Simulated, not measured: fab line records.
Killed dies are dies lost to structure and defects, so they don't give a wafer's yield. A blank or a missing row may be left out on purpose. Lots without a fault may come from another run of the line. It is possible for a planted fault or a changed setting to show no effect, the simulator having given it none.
A lot that was struck, set against a sound lot + flow sky130 + 15 steps out of a route of 708
Sound: the wafers L807.1, L807.4, L807.5. Wafers struck: L820.1, L820.3, L820.5. Last of all comes the cause.
Per side, at each step with rows, come the tool, then ch with its chambers, and then its first start. Under that, the readings that differ: sound wafers + struck wafers + difference of the means + sigmas: that difference in standard deviations of wafers without a fault.
alike: readings whose means differ by less than 2 such deviations, and words and numbers that are the same on both sides. not compared: withheld readings, readings that some wafer has no value for, bounds like >300 that may hide the same value, and numbers for which the record gives no deviation and whose values overlap.
The two part at a step that has a row with sigmas, a row that says differs or no value, or rows on one side only. Numbers that have no deviation but don't overlap get no sigmas and don't part them. A reading that every wafer of one side lacks parts them only if that side has two wafers or more.

SKY_METAL1_SPUTTER_02: material AlCu, target thk 250 nm, time 13.3 s.
  sound: pvd sputter-01 at day 32 22:28; struck: pvd sputter-03 at day 37 10:15
  alike: throttle valve pct
SKY_METAL1_SPUTTER_03: material Ti, target thk 5 nm, time 3.3 s.
  sound: pvd sputter-01 at day 32 22:29; struck: pvd sputter-03 at day 37 10:16
  alike: throttle valve pct
SKY_METAL1_SPUTTER_04: material TiN, target thk 70 nm, time 58.3 s.
  sound: pvd sputter-01 at day 32 22:30; struck: pvd sputter-03 at day 37 10:17
  alike: throttle valve pct
SKY_METAL1_RS_MEAS_05: the measuring method here is four-point-probe.
  sound: film metro-03 at day 32 22:33; struck: film metro-04 at day 37 10:20
  alike: METAL1_ALCU_RS
SKY_METAL1_THK_MEAS_06: measures by xrf.
  sound: film metro-03 at day 32 22:40; struck: film metro-04 at day 37 10:28
  alike: METAL1_ALCU_THK
then, 7 steps without rows for these wafers: SKY_METAL1_DEHYDRATE_07 (time 60 s); SKY_METAL1_HMDS_08 (prime time 60 s); SKY_METAL1_COAT_09 (resist thk 60 nm); SKY_METAL1_COAT_10 (resist thk 450 nm); SKY_METAL1_SOFTBAKE_11 (time 90 s); SKY_METAL1_EXPOSE_12 (exposes mask MM1, target cd 140 nm); SKY_METAL1_PEB_13.
SKY_METAL1_DEVELOP_14: develop time 60 s.
  sound on litho track-04 ch 0, day 34 00:00; struck on litho track-04 ch 0, day 38 12:00
| reading              | sound             | struck            | difference | sigmas |
|----------------------|-------------------|-------------------|------------|--------|
| developer temp C (C) | 21.17 21.13 21.10 | 20.35 20.44 20.39 | -0.74      | -7     |
  alike: chill plate temp C
SKY_METAL1_CD_MEAS_15: the cd target is 140 nm.
  sound: cd sem-02 at day 34 00:32; struck: cd sem-02 at day 38 12:14
  alike: cd nm
-- the record jumps here: 12 days lie between the struck wafers' starts before and after (it left off in module METAL1 and takes up again in module PAD_OPEN, whose first step shown is number 708 of the route) --
SKY_PAD_OPEN_PROBE_99:
  sound: prober-01 at day 46 18:23; struck: prober-02 at day 50 01:21
  alike: defect limited yield, killed_at_M0_to_M3, killed_at_M4_up, killed at contacts, killed at front end, killed at other, killed dies, killed open, killed short, sort_bin_3_pad_short, sort_bin_5_function, sort_bin_6_memory, sort n pass, sort yield pct

WHERE THEY PART
Only at SKY_METAL1_DEVELOP_14, as far as this record shows. Later steps at which nothing parts them and some readings are alike: SKY_METAL1_CD_MEAS_15, SKY_PAD_OPEN_PROBE_99.

WHY: the cause the simulator had injected
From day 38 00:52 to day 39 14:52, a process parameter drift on litho track-04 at SKY_METAL1_DEVELOP_14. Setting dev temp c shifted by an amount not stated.
